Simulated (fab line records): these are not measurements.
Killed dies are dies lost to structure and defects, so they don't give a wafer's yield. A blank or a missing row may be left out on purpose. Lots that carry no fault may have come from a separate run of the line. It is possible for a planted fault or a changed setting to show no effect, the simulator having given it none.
Which of the tools did it? ; flow sky130 ; 7 lots with 21 wafers sampled at 4 steps, on a route of 708 steps

WHAT EACH GAUGE READ, for each wafer
SKY_NWELL_TW_MEAS_26.
lot;measured;on;NWELL_2_TW
L613;day 5 12:19;film metro-01;503.3 503.5 506.1
L615;day 6 00:06;film metro-03;497.8 496.8 496.4
L617;day 6 11:05;film metro-03;30.1 29.9 30.0
L628;day 9 10:58;film metro-03;498.4 499.8 498.5
L631;day 10 03:58;film metro-02;505.2 505.0 505.8
L633;day 10 12:19;film metro-02;502.7 501.4 497.9
L635;day 11 00:44;film metro-01;503.7 503.3 506.1

EACH LOT AND THE TOOL THAT RAN IT (in order: tool; ch and the chambers of the sampled wafers; start)
lot;SKY_DNWELL_STRIP_08;SKY_NWELL_STRIP_14;SKY_NWELL_STRIP_25
L613;plasma asher-01 ch 0,1, day 3 07:47;plasma asher-01 ch 0, day 4 17:43;plasma asher-04 ch 0,1, day 5 12:12
L615;plasma asher-02 ch 0,1, day 3 19:50;plasma asher-04 ch 0,1, day 5 05:46;plasma asher-03 ch 0,1, day 6 00:00
L617;plasma asher-04 ch 1, day 4 04:44;plasma asher-04 ch 0,1, day 5 16:13;plasma asher-04 ch 0,1, day 6 10:58
L628;plasma asher-04 ch 0,1, day 6 18:49;plasma asher-03 ch 0,1, day 8 14:24;plasma asher-01 ch 0,1, day 9 10:53
L631;plasma asher-01 ch 0,1, day 7 10:35;plasma asher-04 ch 0,1, day 9 07:36;plasma asher-01 ch 0,1, day 10 03:52
L633;plasma asher-01 ch 0,1, day 7 23:59;plasma asher-03 ch 0,1, day 9 14:21;plasma asher-01 ch 0, day 10 12:13
L635;plasma asher-04 ch 0, day 8 09:08;plasma asher-04 ch 0, day 10 01:46;plasma asher-04 ch 0,1, day 11 00:37
- SKY_DNWELL_STRIP_08: strips in O2/N2.
- SKY_NWELL_STRIP_14: strips in O2/N2.
- SKY_NWELL_STRIP_25: strips in O2/N2.

THE ANSWER, worked out from the rows above alone
Rule: the usual values come from the lots themselves. The widest of any qualifying gaps counts: lots, ordered by their means at a reading, are off when they make up no more than a third of the lots, leave a main group of 4 or more, and stand apart from it by 3 or more times the standard deviation of that group's means. The tables above print the reading to a certain number of digits; a main group whose means all agree to those digits is not used. Also off: a lot with no number at a reading for which 4 or more lots have one. Any other lot the step has rows for is counted as sound.
Off: L617, at SKY_NWELL_TW_MEAS_26 (NWELL_2_TW). For the main group the mean is 501.8 and the standard deviation 3.1.
If a tool, at a process step before that reading, ran all the lots that are off and no sound lot after the first of them, it fits. Those tools and the gauges at SKY_NWELL_TW_MEAS_26 are tried in the same way. None of those tried fits.

WHAT WAS PUT IN BY THE SIMULATOR
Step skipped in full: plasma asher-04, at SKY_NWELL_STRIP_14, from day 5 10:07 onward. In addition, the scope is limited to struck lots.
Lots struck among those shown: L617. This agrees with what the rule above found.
